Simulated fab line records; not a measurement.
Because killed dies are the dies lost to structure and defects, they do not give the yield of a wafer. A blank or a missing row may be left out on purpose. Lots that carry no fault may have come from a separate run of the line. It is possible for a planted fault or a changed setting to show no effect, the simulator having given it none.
fab line records	flow sky130
record lots=13	wafers=39	last_day=50
route steps=708 shown VIA3@594 METAL4@629 VIA4@656 PAD_OPEN@708
lots with no fault: from the same line, run without faults
start_h: hours from the record's first day to the start of the lot's first wafer shown	wait_h: hours elapsed since this lot's preceding step	" as in the row above	L1.1+2: one row covering several wafers at once	- no value, or no start given	* or withheld: withheld	< > ~ a bound
route shown NAME@n: NAME is a module with steps in the file, n the number in the route of the first one	usual: average and standard deviation across the fault-free wafers	same: alike in all rows	chamber/n: place in a boat	sites: per-site readings	_std_site: the values' standard deviation	_edge_site: mean of outer sites minus mean of inner sites	radius_mm: for every site, how far away it sits from the centre of the wafer	mask NAME#n: copy n	behind: tool/chamber where the wafer was last shaped	hold: why the lot went on hold/how many hours it stayed there/how the hold came to an end	device: names the non-switching transistor (n, p or np)	end of line: tests of these same wafers at the route's end	a step without rows: its recipe alone	killed: dies that structure and defects cost at the first sort, which is not the same as the wafer's yield	map: per-die view of a wafer (x killed, . not killed, _ where there is no die)
set.NAME: the setting the step ran with; set.NAME@STEP: the setting that earlier step ran with	model.NAME: the simulator's own value behind a step, which no gauge read
steps of the route over a sample of lots; a table a step, a row a wafer
services: when a tool's chamber went out of use (start_h, in hours from the record's first day, below 0 if earlier), for how many hours, and the reason
## steps
# step SKY_VIA3_CVD_21
# recipe material=W	target_thk_nm=390	time_s=117.31	temp_c=400	pressure_torr=40
# usual heater_power_w=814/78
lot.wafer	tool	chamber	start_h	wait_h	heater_power_w
L642.1	cvd_w-02	0	944.71	0.0	812
L642.3	"	0	"	"	764
L642.6	"	0	"	"	795
L643.1	cvd_w-02	0	951.63	0.0	795
L643.2	"	1	"	"	875
L643.3	"	1	"	"	870
L644.2	cvd_w-01	1	958.46	0.0	680
L644.3	"	0	"	"	862
L644.4	"	1	"	"	667
L645.1	cvd_w-01	0	962.26	0.0	899
L645.4	"	1	"	"	693
L645.5	"	0	"	"	879
L646.1	cvd_w-02	1	972.62	0.0	854
L646.2	"	0	"	"	787
L646.3	"	1	"	"	868
L652.1	cvd_w-01	1	1025.19	0.0	692
L652.2	"	0	"	"	881
L652.3	"	0	"	"	886
L653.1	cvd_w-01	0	1031.49	0.0	904
L653.5	"	0	"	"	886
L653.6	"	1	"	"	677
L655.4	cvd_w-02	1	1033.20	0.1	861
L655.5	"	1	"	"	879
L655.6	"	0	"	"	781
L656.3	cvd_w-02	0	1044.20	0.1	808
L656.5	"	1	"	"	880
L656.6	"	0	"	"	799
L658.2	cvd_w-02	1	1052.89	0.0	882
L658.3	"	0	"	"	792
L658.5	"	0	"	"	826
L663.1	cvd_w-02	1	1084.59	0.0	864
L663.2	"	0	"	"	795
L663.5	"	1	"	"	879
L664.2	cvd_w-02	1	1086.96	0.0	887
L664.3	"	0	"	"	785
L664.5	"	1	"	"	888
L665.1	cvd_w-02	0	1091.56	0.0	795
L665.4	"	1	"	"	855
L665.5	"	0	"	"	787
# step SKY_METAL4_CD_MEAS_13
# recipe target_cd_nm=300
# usual cd_nm=299.7/1.4
lot.wafer	tool	chamber	start_h	wait_h	cd_nm
L642.1	cd_sem-02	-	994.98	-	298.7
L642.3	"	-	"	"	299.2
L642.6	"	-	"	"	299.7
L643.1	cd_sem-02	-	1000.85	-	301.7
L643.2	"	-	"	"	299.9
L643.3	"	-	"	"	300.2
L644.2	cd_sem-01	-	1007.42	-	298.1
L644.3	"	-	"	"	296.8
L644.4	"	-	"	"	298.2
L645.1	cd_sem-02	-	1012.05	-	299.3
L645.4	"	-	"	"	298.6
L645.5	"	-	"	"	297.3
L646.1	cd_sem-01	-	1021.00	-	301.2
L646.2	"	-	"	"	302.2
L646.3	"	-	"	"	300.3
L652.1	cd_sem-02	-	1072.00	-	300.9
L652.2	"	-	"	"	298.8
L652.3	"	-	"	"	299.8
L653.1	cd_sem-01	-	1077.65	-	298.6
L653.5	"	-	"	"	297.7
L653.6	"	-	"	"	297.4
L655.4	cd_sem-01	-	1079.26	-	299.7
L655.5	"	-	"	"	301.7
L655.6	"	-	"	"	299.9
L656.3	cd_sem-01	-	1090.04	-	300.9
L656.5	"	-	"	"	301.3
L656.6	"	-	"	"	301.7
L658.2	cd_sem-01	-	1097.42	-	302.0
L658.3	"	-	"	"	301.9
L658.5	"	-	"	"	300.4
L663.1	cd_sem-02	-	1126.63	-	298.2
L663.2	"	-	"	"	299.2
L663.5	"	-	"	"	300.1
L664.2	cd_sem-02	-	1128.35	-	299.6
L664.3	"	-	"	"	299.5
L664.5	"	-	"	"	299.4
L665.1	cd_sem-01	-	1133.30	-	298.4
L665.4	"	-	"	"	298.1
L665.5	"	-	"	"	297.9
# step SKY_METAL4_OVL_MEAS_14
# usual METAL4_OVL=-3/5.6
lot.wafer	tool	chamber	start_h	wait_h	METAL4_OVL[nm]
L642.1	overlay-02	-	995.10	0.1	-3
L642.3	"	-	"	"	1
L642.6	"	-	"	"	-7
L643.1	overlay-02	-	1000.97	0.1	-6
L643.2	"	-	"	"	-2
L643.3	"	-	"	"	-8
L644.2	overlay-01	-	1007.52	0.1	-2
L644.3	"	-	"	"	-1
L644.4	"	-	"	"	-2
L645.1	overlay-01	-	1012.17	0.1	-21
L645.4	"	-	"	"	-14
L645.5	"	-	"	"	-14
L646.1	overlay-02	-	1021.12	0.1	-5
L646.2	"	-	"	"	-7
L646.3	"	-	"	"	-2
L652.1	overlay-02	-	1072.12	0.1	-2
L652.2	"	-	"	"	-7
L652.3	"	-	"	"	7
L653.1	overlay-02	-	1077.77	0.1	-6
L653.5	"	-	"	"	-10
L653.6	"	-	"	"	1
L655.4	overlay-02	-	1079.34	0.1	-9
L655.5	"	-	"	"	-6
L655.6	"	-	"	"	-10
L656.3	overlay-01	-	1090.13	0.1	0
L656.5	"	-	"	"	1
L656.6	"	-	"	"	5
L658.2	overlay-01	-	1097.52	0.1	1
L658.3	"	-	"	"	2
L658.5	"	-	"	"	0
L663.1	overlay-02	-	1126.75	0.1	3
L663.2	"	-	"	"	8
L663.5	"	-	"	"	6
L664.2	overlay-02	-	1128.46	0.1	-11
L664.3	"	-	"	"	1
L664.5	"	-	"	"	-10
L665.1	overlay-01	-	1133.42	0.1	1
L665.4	"	-	"	"	-3
L665.5	"	-	"	"	-8
# step SKY_VIA4_SPUTTER_17
# recipe material=TiN	target_thk_nm=20	chamber_pressure_pa=5	power_w=4000	time_s=80
# usual throttle_valve_pct=30.1/0.73
lot.wafer	tool	chamber	start_h	wait_h	throttle_valve_pct
L642.1	pvd_sputter-04	-	1020.78	0.0	28.6
L642.3	"	-	"	"	30.4
L642.6	"	-	"	"	29.9
L643.1	pvd_sputter-01	-	1026.93	0.0	29.9
L643.2	"	-	"	"	29.4
L643.3	"	-	"	"	29.7
L644.2	pvd_sputter-01	-	1033.03	0.0	31.0
L644.3	"	-	"	"	30.6
L644.4	"	-	"	"	29.6
L645.1	pvd_sputter-01	-	1037.66	0.0	29.5
L645.4	"	-	"	"	30.2
L645.5	"	-	"	"	29.7
L646.1	pvd_sputter-04	-	1046.33	0.0	31.1
L646.2	"	-	"	"	30.8
L646.3	"	-	"	"	28.8
L652.1	pvd_sputter-04	-	1095.61	0.0	28.9
L652.2	"	-	"	"	31.0
L652.3	"	-	"	"	29.8
L653.1	pvd_sputter-02	-	1101.23	0.0	29.7
L653.5	"	-	"	"	29.5
L653.6	"	-	"	"	31.3
L655.4	pvd_sputter-01	-	1102.39	0.0	30.8
L655.5	"	-	"	"	29.7
L655.6	"	-	"	"	30.9
L656.3	pvd_sputter-01	-	1112.43	0.0	30.5
L656.5	"	-	"	"	29.7
L656.6	"	-	"	"	30.5
L658.2	pvd_sputter-01	-	1119.73	0.0	30.0
L658.3	"	-	"	"	29.7
L658.5	"	-	"	"	29.4
L663.1	pvd_sputter-01	-	1149.13	0.0	30.8
L663.2	"	-	"	"	29.6
L663.5	"	-	"	"	29.5
L664.2	pvd_sputter-02	-	1150.09	0.0	31.6
L664.3	"	-	"	"	30.6
L664.5	"	-	"	"	29.3
L665.1	pvd_sputter-02	-	1155.63	0.0	29.4
L665.4	"	-	"	"	31.7
L665.5	"	-	"	"	30.3
# step SKY_PAD_OPEN_PROBE_99
# usual defect_limited_yield=82.3/2.2	killed_at_M0_to_M3=43/7.3	killed_at_M4_up=3.2/1.9	killed_at_contacts=25/5.4	killed_at_front_end=16/4.4	killed_at_other=0.4/0.66	killed_dies=87/11	killed_on_rim=17/4.2	killed_open=48/7.9	killed_short=39/6.5	sort_bin_3_pad_short=0.8/0.43	sort_bin_5_function=10.5/1.6	sort_bin_6_memory=6.4/1.2	sort_n_pass=405/11	sort_yield_pct=82.3/2.2
# same gross_dies=492	killed_at_back_side=0	sort_bin_4_leakage[%]=0	sort_bin_8_speed[%]=0
lot.wafer	tool	chamber	start_h	wait_h	defect_limited_yield[%]	killed_at_M0_to_M3	killed_at_M4_up	killed_at_contacts	killed_at_front_end	killed_at_other	killed_dies	killed_on_rim	killed_open	killed_short	sort_bin_3_pad_short[%]	sort_bin_5_function[%]	sort_bin_6_memory[%]	sort_n_pass	sort_yield_pct[%]
L642.1	prober-02	-	1090.82	0.1	79.3	49	6	27	20	0	102	12	54	47	0.6	11.0	9.1	390	79.3
L642.3	prober-02	-	1090.92	0.2	82.5	47	5	19	15	0	86	16	42	44	1.6	10.8	5.1	406	82.5
L642.6	prober-02	-	1091.07	0.2	79.3	57	4	29	12	0	102	20	55	45	0.8	12.8	7.1	390	79.3
L643.1	prober-01	-	1096.60	0.1	81.7	41	1	25	23	0	90	21	50	40	0.6	12.0	5.7	402	81.7
L643.2	prober-01	-	1096.65	0.1	80.9	55	6	20	13	0	94	16	46	48	1.0	12.4	5.7	398	80.9
L643.3	prober-01	-	1096.70	0.2	83.3	39	4	21	18	0	82	13	47	35	1.0	10.6	5.1	410	83.3
L644.2	prober-02	-	1102.83	0.1	82.3	37	4	26	20	0	87	20	54	33	1.2	9.3	7.1	405	82.3
L644.3	prober-02	-	1102.88	0.2	83.1	31	5	32	15	0	83	9	50	33	0.8	8.9	7.1	409	83.1
L644.4	prober-02	-	1102.93	0.2	85.8	31	5	15	18	1	70	17	30	40	0.4	9.3	4.5	422	85.8
L645.1	prober-02	-	1107.52	0.1	82.7	35	6	29	14	1	85	22	45	40	0.8	9.1	7.3	407	82.7
L645.4	prober-02	-	1107.67	0.2	81.3	46	2	27	17	0	92	16	55	37	1.4	12.4	4.9	400	81.3
L645.5	prober-02	-	1107.72	0.2	79.1	52	3	29	19	0	103	24	63	40	1.4	12.2	7.3	389	79.1
L646.1	prober-01	-	1115.62	0.1	81.3	49	1	26	16	0	92	19	54	38	0.6	11.8	6.3	400	81.3
L646.2	prober-01	-	1115.67	0.1	85.4	35	1	25	10	1	72	17	36	34	1.2	6.9	6.5	420	85.4
L646.3	prober-01	-	1115.72	0.2	81.7	45	3	21	21	0	90	17	47	42	0.8	10.8	6.7	402	81.7
L652.1	prober-02	-	1159.77	0.1	74.4	83	4	23	14	2	126	29	53	34	3.9	14.8	6.9	366	74.4
L652.2	prober-02	-	1159.82	0.1	81.3	47	0	29	15	1	92	18	45	47	0.4	10.6	7.7	400	81.3
L652.3	prober-02	-	1159.87	0.2	80.3	43	4	27	23	0	97	17	57	40	0.4	13.2	6.1	395	80.3
L653.1	prober-01	-	1165.02	0.1	83.1	39	1	26	16	1	83	17	47	36	0.6	10.8	5.5	409	83.1
L653.5	prober-01	-	1165.22	0.2	83.3	38	6	22	15	1	82	13	35	43	0.6	7.5	8.5	410	83.3
L653.6	prober-01	-	1165.27	0.2	77.8	73	3	24	9	0	109	27	42	29	3.0	12.6	6.5	383	77.8
L655.4	prober-01	-	1166.77	0.2	82.7	47	3	22	12	1	85	9	44	40	0.8	11.6	4.9	407	82.7
L655.5	prober-01	-	1166.82	0.2	85.4	37	3	24	8	0	72	12	36	36	0.6	10.0	4.1	420	85.4
L655.6	prober-01	-	1166.87	0.2	79.5	57	9	19	16	0	101	20	51	50	1.0	10.2	9.3	391	79.5
L656.3	prober-02	-	1174.93	0.2	83.3	42	2	23	15	0	82	12	43	39	0.4	11.0	5.3	410	83.3
L656.5	prober-02	-	1175.03	0.2	79.5	46	2	36	16	1	101	26	57	44	0.6	12.2	7.7	391	79.5
L656.6	prober-02	-	1175.08	0.2	80.1	48	1	32	17	0	98	21	59	39	0.6	11.8	7.5	394	80.1
L658.2	prober-02	-	1179.98	0.1	80.9	45	4	26	19	0	94	16	51	43	1.4	11.4	6.3	398	80.9
L658.3	prober-02	-	1180.03	0.2	85.0	42	3	17	12	0	74	14	45	29	1.0	7.3	6.7	418	85.0
L658.5	prober-02	-	1180.13	0.2	82.1	46	3	25	12	2	88	23	49	38	0.6	9.6	7.7	404	82.1
L663.1	prober-01	-	1204.95	0.1	82.7	39	5	19	22	0	85	11	43	41	1.8	9.3	6.1	407	82.7
L663.2	prober-01	-	1205.00	0.1	83.7	36	6	21	17	0	80	20	41	38	0.2	10.2	5.9	412	83.7
L663.5	prober-01	-	1205.15	0.2	78.9	55	7	25	16	1	104	19	57	45	2.0	10.4	8.7	388	78.9
L664.2	prober-02	-	1206.50	0.1	82.3	39	2	26	20	0	87	13	49	38	0.4	11.0	6.3	405	82.3
L664.3	prober-02	-	1206.55	0.2	82.3	40	5	24	18	0	87	15	43	44	0.8	10.6	6.3	405	82.3
L664.5	prober-02	-	1206.65	0.2	81.3	43	2	28	19	0	92	20	38	53	1.6	9.8	7.3	400	81.3
L665.1	prober-01	-	1209.79	0.1	81.9	50	2	20	15	2	89	15	46	43	0.8	10.6	6.7	403	81.9
L665.4	prober-01	-	1209.94	0.2	85.4	42	1	17	11	1	72	17	39	33	0.4	7.1	7.1	420	85.4
L665.5	prober-01	-	1209.99	0.2	79.7	57	1	29	13	0	100	27	48	52	0.8	11.6	7.9	392	79.7
# killed by level:class
L642.1 CONTACT:geometric_particle:open=11 VIA1:geometric_particle:open=10 METAL2:geometric_particle:short=9 METAL1:geometric_particle:short=8 VIA2:geometric_particle:open=8 LI_CONTACT:geometric_particle:open=7 FIELD_ISO:geometric_particle:short=6 VIA1:geometric_particle:short=5
L642.3 VIA1:geometric_particle:open=9 CONTACT:geometric_particle:open=8 VIA3:geometric_particle:open=8 METAL1:geometric_particle:short=7 VIA1:geometric_particle:short=7 FIELD_ISO:geometric_particle:open=6 FIELD_ISO:geometric_particle:short=6 CONTACT:geometric_particle:short=5
L642.6 VIA3:geometric_particle:open=11 VIA2:geometric_particle:open=11 CONTACT:geometric_particle:open=9 LI_CONTACT:geometric_particle:open=7 CONTACT:geometric_particle:short=7 VIA2:geometric_particle:short=7 VIA1:geometric_particle:open=7 FIELD_ISO:geometric_particle:open=6
L643.1 VIA1:geometric_particle:open=13 CONTACT:geometric_particle:open=9 LI_CONTACT:geometric_particle:open=8 VIA1:geometric_particle:short=7 FIELD_ISO:geometric_particle:short=6 POLY_GATE:geometric_particle:open=6 POLY_GATE:geometric_particle:short=6 VIA2:geometric_particle:open=6
L643.2 VIA1:geometric_particle:open=15 VIA3:geometric_particle:open=8 VIA3:geometric_particle:short=7 LI_CONTACT:geometric_particle:open=6 CONTACT:geometric_particle:open=6 METAL2:geometric_particle:short=6 METAL1:geometric_particle:short=5 METAL4:geometric_particle:short=5
L643.3 VIA1:geometric_particle:open=11 POLY_GATE:geometric_particle:open=7 LOCAL_INTERCONNECT:geometric_particle:short=7 CONTACT:geometric_particle:open=7 VIA3:geometric_particle:open=6 VIA1:geometric_particle:short=6 POLY_GATE:geometric_particle:short=4 LI_CONTACT:geometric_particle:open=4
L644.2 LI_CONTACT:geometric_particle:open=11 VIA2:geometric_particle:open=10 VIA1:geometric_particle:open=8 POLY_GATE:geometric_particle:open=6 CONTACT:geometric_particle:open=6 FIELD_ISO:geometric_particle:open=5 VIA3:geometric_particle:short=5 POLY_GATE:geometric_particle:short=4
L644.3 VIA2:geometric_particle:open=11 LI_CONTACT:geometric_particle:open=9 CONTACT:geometric_particle:open=7 LOCAL_INTERCONNECT:geometric_particle:short=6 CONTACT:geometric_particle:short=6 VIA1:geometric_particle:open=6 VIA3:geometric_particle:open=4 FIELD_ISO:geometric_particle:short=3
L644.4 POLY_GATE:geometric_particle:short=6 LOCAL_INTERCONNECT:geometric_particle:short=6 VIA1:geometric_particle:short=6 POLY_GATE:geometric_particle:open=5 METAL2:geometric_particle:short=5 VIA2:geometric_particle:open=5 METAL4:geometric_particle:short=4 LI_CONTACT:geometric_particle:open=3
L645.1 VIA1:geometric_particle:open=11 CONTACT:geometric_particle:open=11 FIELD_ISO:geometric_particle:open=6 VIA2:geometric_particle:open=5 LI_CONTACT:geometric_particle:open=5 CONTACT:geometric_particle:short=5 METAL3:geometric_particle:short=5 METAL4:geometric_particle:short=5
L645.4 VIA2:geometric_particle:open=12 CONTACT:geometric_particle:open=11 LI_CONTACT:geometric_particle:open=8 METAL2:geometric_particle:short=8 VIA1:geometric_particle:open=7 FIELD_ISO:geometric_particle:open=6 CONTACT:geometric_particle:short=6 METAL1:geometric_particle:short=6
L645.5 VIA1:geometric_particle:open=16 CONTACT:geometric_particle:open=13 LI_CONTACT:geometric_particle:open=9 VIA2:geometric_particle:open=7 METAL2:geometric_particle:short=6 FIELD_ISO:geometric_particle:short=5 VIA3:geometric_particle:short=5 VIA1:geometric_particle:short=5
L646.1 VIA1:geometric_particle:open=13 LI_CONTACT:geometric_particle:open=11 VIA1:geometric_particle:short=7 VIA3:geometric_particle:open=7 CONTACT:geometric_particle:open=6 FIELD_ISO:geometric_particle:short=5 METAL1:geometric_particle:short=5 METAL2:geometric_particle:open=5
L646.2 VIA1:geometric_particle:open=11 LI_CONTACT:geometric_particle:open=8 CONTACT:geometric_particle:short=6 VIA2:geometric_particle:open=6 LI_CONTACT:geometric_particle:short=4 POLY_GATE:geometric_particle:short=3 LOCAL_INTERCONNECT:geometric_particle:short=3 CONTACT:geometric_particle:open=3
L646.3 VIA1:geometric_particle:open=10 FIELD_ISO:geometric_particle:open=7 CONTACT:geometric_particle:open=7 VIA2:geometric_particle:open=6 VIA1:geometric_particle:short=6 FIELD_ISO:geometric_particle:short=5 LOCAL_INTERCONNECT:geometric_particle:short=5 VIA3:geometric_particle:open=5
L652.1 VIA3:unspecified=38 VIA3:geometric_particle:open=9 VIA1:geometric_particle:open=9 LI_CONTACT:geometric_particle:open=8 CONTACT:geometric_particle:open=8 VIA2:geometric_particle:open=8 FIELD_ISO:geometric_particle:open=6 FIELD_ISO:geometric_particle:short=5
L652.2 FIELD_ISO:geometric_particle:short=10 CONTACT:geometric_particle:open=10 VIA1:geometric_particle:open=9 CONTACT:geometric_particle:short=8 VIA3:geometric_particle:open=8 LI_CONTACT:geometric_particle:open=6 METAL1:geometric_particle:short=6 VIA2:geometric_particle:open=5
L652.3 VIA1:geometric_particle:open=11 CONTACT:geometric_particle:open=10 FIELD_ISO:geometric_particle:open=9 VIA3:geometric_particle:open=8 FIELD_ISO:geometric_particle:short=7 LI_CONTACT:geometric_particle:open=7 CONTACT:geometric_particle:short=6 VIA1:geometric_particle:short=6
L653.1 LI_CONTACT:geometric_particle:open=9 CONTACT:geometric_particle:open=8 VIA1:geometric_particle:open=8 METAL2:geometric_particle:short=7 POLY_GATE:geometric_particle:open=7 METAL1:geometric_particle:short=5 FIELD_ISO:geometric_particle:open=4 VIA2:geometric_particle:open=4
L653.5 METAL2:geometric_particle:short=9 CONTACT:geometric_particle:open=9 CONTACT:geometric_particle:short=7 VIA1:geometric_particle:open=7 FIELD_ISO:geometric_particle:open=6 VIA3:geometric_particle:open=6 METAL1:geometric_particle:short=4 VIA2:geometric_particle:open=4
L653.6 VIA3:unspecified=38 CONTACT:geometric_particle:open=10 VIA1:geometric_particle:open=10 LI_CONTACT:geometric_particle:open=9 VIA1:geometric_particle:short=5 METAL2:geometric_particle:short=5 FIELD_ISO:geometric_particle:short=4 VIA2:geometric_particle:short=4
L655.4 VIA1:geometric_particle:open=9 METAL2:geometric_particle:short=7 VIA2:geometric_particle:open=7 VIA3:geometric_particle:open=6 FIELD_ISO:geometric_particle:open=5 FIELD_ISO:geometric_particle:short=5 LI_CONTACT:geometric_particle:open=5 CONTACT:geometric_particle:short=5
L655.5 VIA1:geometric_particle:open=12 CONTACT:geometric_particle:open=8 LOCAL_INTERCONNECT:geometric_particle:short=6 METAL1:geometric_particle:short=6 LI_CONTACT:geometric_particle:open=5 VIA3:geometric_particle:open=4 METAL3:geometric_particle:short=4 LI_CONTACT:geometric_particle:short=3
L655.6 VIA1:geometric_particle:open=15 METAL2:geometric_particle:short=9 CONTACT:geometric_particle:short=7 CONTACT:geometric_particle:open=7 VIA3:geometric_particle:open=6 VIA2:geometric_particle:open=6 METAL4:geometric_particle:short=6 POLY_GATE:geometric_particle:short=5
L656.3 CONTACT:geometric_particle:open=11 VIA1:geometric_particle:open=8 POLY_GATE:geometric_particle:open=6 LOCAL_INTERCONNECT:geometric_particle:short=6 VIA1:geometric_particle:short=5 VIA2:geometric_particle:open=5 METAL2:geometric_particle:short=5 VIA3:geometric_particle:open=5
L656.5 CONTACT:geometric_particle:open=20 VIA1:geometric_particle:open=8 VIA3:geometric_particle:open=7 METAL2:geometric_particle:short=6 LI_CONTACT:geometric_particle:open=5 LOCAL_INTERCONNECT:geometric_particle:short=5 VIA3:geometric_particle:short=5 FIELD_ISO:geometric_particle:short=4
L656.6 VIA2:geometric_particle:open=12 CONTACT:geometric_particle:open=9 POLY_GATE:geometric_particle:open=9 LI_CONTACT:geometric_particle:open=9 METAL1:geometric_particle:short=9 VIA1:geometric_particle:open=6 VIA3:geometric_particle:short=5 FIELD_ISO:geometric_particle:open=4
L658.2 CONTACT:geometric_particle:open=10 VIA3:geometric_particle:open=9 FIELD_ISO:geometric_particle:short=5 CONTACT:geometric_particle:short=5 VIA1:geometric_particle:open=5 LI_CONTACT:geometric_particle:open=5 VIA2:geometric_particle:open=5 POLY_GATE:geometric_particle:open=4
L658.3 VIA3:geometric_particle:open=9 VIA1:geometric_particle:open=9 CONTACT:geometric_particle:open=8 METAL1:geometric_particle:short=7 VIA1:geometric_particle:short=5 FIELD_ISO:geometric_particle:open=4 LI_CONTACT:geometric_particle:open=4 POLY_GATE:geometric_particle:short=3
L658.5 VIA1:geometric_particle:open=13 CONTACT:geometric_particle:open=8 LI_CONTACT:geometric_particle:open=7 CONTACT:geometric_particle:short=7 METAL1:geometric_particle:short=7 VIA3:geometric_particle:open=6 FIELD_ISO:geometric_particle:short=4 METAL3:geometric_particle:short=3
L663.1 VIA3:geometric_particle:open=9 VIA2:geometric_particle:open=7 METAL1:geometric_particle:short=6 CONTACT:geometric_particle:open=6 FIELD_ISO:geometric_particle:open=5 FIELD_ISO:geometric_particle:short=4 POLY_GATE:geometric_particle:open=4 SPACER:geometric_particle:short=4
L663.2 VIA1:geometric_particle:open=10 LI_CONTACT:geometric_particle:open=8 CONTACT:geometric_particle:short=5 METAL2:geometric_particle:short=5 FIELD_ISO:geometric_particle:open=4 CONTACT:geometric_particle:open=4 METAL1:geometric_particle:short=4 VIA1:geometric_particle:short=4
L663.5 VIA1:geometric_particle:open=13 LI_CONTACT:geometric_particle:open=12 METAL2:geometric_particle:short=8 VIA3:geometric_particle:open=7 CONTACT:geometric_particle:open=7 METAL1:geometric_particle:short=6 VIA2:geometric_particle:short=4 VIA2:geometric_particle:open=4
L664.2 VIA1:geometric_particle:open=10 CONTACT:geometric_particle:open=9 VIA2:geometric_particle:open=7 POLY_GATE:geometric_particle:short=6 LI_CONTACT:geometric_particle:short=6 LI_CONTACT:geometric_particle:open=5 FIELD_ISO:geometric_particle:open=4 VIA3:geometric_particle:short=4
L664.3 CONTACT:geometric_particle:open=10 VIA3:geometric_particle:open=8 METAL1:geometric_particle:short=7 POLY_GATE:geometric_particle:open=6 CONTACT:geometric_particle:short=6 VIA1:geometric_particle:open=6 METAL2:geometric_particle:short=5 FIELD_ISO:geometric_particle:short=4
L664.5 METAL2:geometric_particle:short=11 CONTACT:geometric_particle:open=8 POLY_GATE:geometric_particle:short=6 LI_CONTACT:geometric_particle:short=6 VIA1:geometric_particle:open=6 VIA3:geometric_particle:open=6 LI_CONTACT:geometric_particle:open=5 FIELD_ISO:geometric_particle:short=5
L665.1 VIA1:geometric_particle:open=13 VIA2:geometric_particle:open=7 METAL2:geometric_particle:short=7 METAL1:geometric_particle:short=6 CONTACT:geometric_particle:open=6 VIA1:geometric_particle:short=6 CONTACT:geometric_particle:short=4 POLY_GATE:geometric_particle:open=4
L665.4 VIA1:geometric_particle:open=12 VIA3:geometric_particle:open=7 LI_CONTACT:geometric_particle:open=6 POLY_GATE:geometric_particle:short=4 LOCAL_INTERCONNECT:geometric_particle:short=4 METAL1:geometric_particle:short=4 VIA1:geometric_particle:short=4 VIA3:geometric_particle:short=4
L665.5 LI_CONTACT:geometric_particle:open=9 CONTACT:geometric_particle:open=8 VIA1:geometric_particle:short=8 VIA2:geometric_particle:open=8 VIA1:geometric_particle:open=7 VIA2:geometric_particle:short=7 FIELD_ISO:geometric_particle:open=6 METAL1:geometric_particle:short=6
## services
tool	chamber	start_h	hours	kind
cvd_w-02	-	937.02	6.9	pm
pvd_sputter-04	3	938.33	-	consumable_replace:kit
pvd_sputter-04	3	938.33	18.0	scheduled_down
pvd_sputter-04	3	938.33	18.0	vent_cycle
pvd_sputter-04	-	952.73	1.8	repair
cvd_w-02	-	961.17	2.8	pm
pvd_sputter-01	-	978.88	1.9	repair
pvd_sputter-01	1	992.26	-	consumable_replace:kit
pvd_sputter-01	1	992.26	18.0	scheduled_down
pvd_sputter-01	1	992.26	18.0	vent_cycle
cvd_w-01	-	1011.84	6.9	pm
pvd_sputter-04	2	1067.19	-	consumable_replace:kit
pvd_sputter-04	2	1067.19	18.0	scheduled_down
pvd_sputter-04	2	1067.19	18.0	vent_cycle
pvd_sputter-04	-	1080.32	1.3	repair
cvd_w-01	-	1101.56	0.6	repair
cvd_w-02	1	1119.91	4.6	repair
pvd_sputter-01	0	1126.71	-	consumable_replace:kit
pvd_sputter-01	0	1126.71	18.0	scheduled_down
pvd_sputter-01	0	1126.71	18.0	vent_cycle
pvd_sputter-04	-	1138.66	5.1	repair
cvd_w-01	-	1141.59	1.5	repair
## key
first_sign step=SKY_PAD_OPEN_PROBE_99	reading=sort_bin_3_pad_short	direction=up	sigmas=6.1	usual=0.8	struck=3.5
effect step=SKY_PAD_OPEN_PROBE_99	reading=killed_at_M0_to_M3	direction=up	sigmas=4.7	usual=43	struck=78
met_at SKY_VIA3_CVD_21
struck_lots L652,L653
struck_wafers L652.1,L653.6
not_acting_at SKY_METAL4_CD_MEAS_13,SKY_METAL4_OVL_MEAS_14,SKY_VIA4_SPUTTER_17
onset_between 962.26 1025.19
fault kind=chamber_particle_source	tool=cvd_w-01	chamber=1	onset_h=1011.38	steps=SKY_VIA3_CVD_21	rate_per_visit_cm2=1.5493	end_h=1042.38
